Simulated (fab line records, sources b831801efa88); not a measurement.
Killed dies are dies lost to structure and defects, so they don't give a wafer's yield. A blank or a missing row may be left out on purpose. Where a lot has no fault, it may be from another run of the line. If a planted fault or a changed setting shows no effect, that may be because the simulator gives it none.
One fault through the eyes of 2 desks | flow gf180mcu | what lay behind the numbers comes last; until then each desk has only its own

== AT THE METROLOGY DESK ==
What the gauges read for every lot (on any tool): the sampled wafers with a number, averaged. The brackets show how far a lot's mean lies from the usual mean; more than 4 standard deviations puts the lot out of limits, marked OUT.
Columns: A = V3_CVD_00_THK at GF_V3_THK_MEAS_01, usual 602 nm
lot  | first seen here | A
L678 | day 23 03:08    | 607
L679 | day 24 02:34    | 606
L683 | day 24 20:47    | 706 (+18) OUT
L684 | day 25 01:12    | 697 (+17) OUT
L685 | day 26 02:19    | 708 (+19) OUT
L690 | day 27 04:43    | 602
L691 | day 27 21:14    | 598
L692 | day 27 22:43    | 604
L693 | day 28 01:26    | 598
L694 | day 28 06:12    | 603
L696 | day 28 22:43    | 595
L698 | day 29 18:53    | 604
This desk's finding: out of limits on L683, L684, L685; first on L683, day 24 20:47 (V3_CVD_00_THK at GF_V3_THK_MEAS_01). In limits: L678, L679, L690, L691, L692, L693, L694, L696, L698.

== TOOL OWNER'S DESK, hdpcvd-01 ==
The tool's own readings at GF_V3_CVD_00 (deposits SiO2, target thk 600 nm, time 100 s): means of the sampled wafers that have a number, for each lot that ran on this tool. The brackets show how far a lot's mean lies from the usual mean; more than 4 standard deviations puts the lot out of limits, marked OUT.
Columns: A = pressureMtorr at GF_V3_CVD_00, usual 6.001 mTorr; B = sih4FlowSccm at GF_V3_CVD_00, usual 59.99 sccm
lot  | first seen here | A     | B
L678 | day 23 03:04    | 6.019 | 60.17
L679 | day 24 02:26    | 6.004 | 60.00
L683 | day 24 20:43    | 5.994 | 69.93 (+55) OUT
L684 | day 25 01:07    | 5.994 | 69.96 (+55) OUT
L685 | day 26 02:14    | 6.009 | 69.97 (+55) OUT
L698 | day 29 18:48    | 5.996 | 59.96
Finding of this desk: L683, L684, L685 out of limits; the first was L683 at day 24 20:43, on sih4FlowSccm at GF_V3_CVD_00. In limits: L678, L679, L698.

== PUT TOGETHER ==
On L683, L684, L685, at day 24 20:43, an alarm was possible from the tool owner's desk.
An alarm was possible from the metrology desk at day 24 20:47, on L683, L684, L685.
All the named lots went through GF_V3_CVD_00 on hdpcvd-01.

== WHAT THE SIMULATOR HAD INSERTED ==
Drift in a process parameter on hdpcvd-01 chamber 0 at GF_V3_CVD_00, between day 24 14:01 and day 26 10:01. The setting sih4FlowSccm was moved by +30, starting from 60. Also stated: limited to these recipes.
Shown lots that were struck: L683, L684, L685.
Hours from the fault's start to each desk's first reading out of limits: the tool owner's desk, 7; the metrology desk, 7.
